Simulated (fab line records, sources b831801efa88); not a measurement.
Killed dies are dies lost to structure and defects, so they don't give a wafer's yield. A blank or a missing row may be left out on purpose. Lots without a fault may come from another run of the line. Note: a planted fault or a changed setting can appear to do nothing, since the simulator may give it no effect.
Chamber matching ; flow sky130 ; 4 sister chambers for SKY_SONOS_ONO_ETCH_15 on rieDiel-04
The step etches the open film in CHF3/O2, target depth 19.52 nm, time 7.8 s. 24 wafers are shown with their chamber, then 12 later ones without.

## WAFERS, EACH WITH ITS CHAMBER
wafer;chamber;drypumpMotorCurrentA (A);oesProductAu (a.u.);throttleValvePct (%)
L075.1;1;5.8;1.002;8.831
L075.3;0;5.0;0.976;8.817
L075.6;0;5.0;0.983;8.822
L076.1;3;5.2;1.005;8.818
L076.2;1;5.8;1.015;8.833
L076.3;2;5.6;0.998;8.820
L076.4;0;5.0;1.003;8.814
L076.5;1;5.8;1.010;8.834
L076.6;2;5.5;1.001;8.819
L079.3;3;5.2;0.992;8.838
L079.5;2;5.5;1.002;8.821
L079.6;3;5.2;1.005;8.828
L080.2;1;5.8;1.000;8.823
L080.3;3;5.2;1.013;8.816
L080.5;3;5.2;1.008;8.824
L082.2;3;5.2;1.007;8.822
L082.3;1;5.8;1.013;8.837
L082.5;3;5.2;1.005;8.806
L085.2;1;5.8;1.015;8.826
L085.3;3;5.2;0.998;8.822
L085.5;3;5.2;0.991;8.814
L086.2;1;5.8;1.012;8.831
L086.3;3;5.2;0.992;8.806
L086.4;2;5.6;0.999;8.829

SIGNATURES, as means of the wafers listed above
reading;chamber 0;chamber 1;chamber 2;chamber 3;scatter within a chamber
drypumpMotorCurrentA;5.000;5.800;5.550;5.200;0.0224
oesProductAu;0.98733;1.00957;1.00000;1.00160;0.00766
throttleValvePct;8.81767;8.83071;8.82225;8.81940;0.00738
Rule: a wafer lies at a distance from a chamber equal to the root of the sum of squares, over the readings, of (its reading less the chamber's mean, divided by the reading's scatter). The wafer belongs to the nearest chamber; if the next one is less than 2 further off, it can't be placed. The scatter is the square root of a quotient: the sum, over the shown wafers, of each reading's squared deviation from its chamber's mean, divided by wafers minus chambers.

## WAFERS WITHOUT THEIR CHAMBER
wafer;drypumpMotorCurrentA (A);oesProductAu (a.u.);throttleValvePct (%)
L088.3;5.2;1.004;8.807
L088.4;5.8;1.024;8.834
L088.5;5.2;1.016;8.841
L090.4;5.2;1.001;8.844
L090.5;5.2;1.003;8.829
L090.6;5.5;1.000;8.815
L092.3;5.2;1.007;8.809
L092.4;5.5;1.008;8.820
L092.5;5.2;1.015;8.815
L095.1;5.8;1.022;8.842
L095.4;5.6;0.996;8.824
L095.5;5.6;1.004;8.836

## CHAMBER TAKEN BY EACH
wafer;from the rows above;in truth
L088.3;3;3
L088.4;1;1
L088.5;3;3
L090.4;3;3
L090.5;3;3
L090.6;2;2
L092.3;3;3
L092.4;2;2
L092.5;3;3
L095.1;1;1
L095.4;2;2
L095.5;2;2
12 of 12 placed correctly. Can't be placed from these rows: 0. 0 placed wrongly.
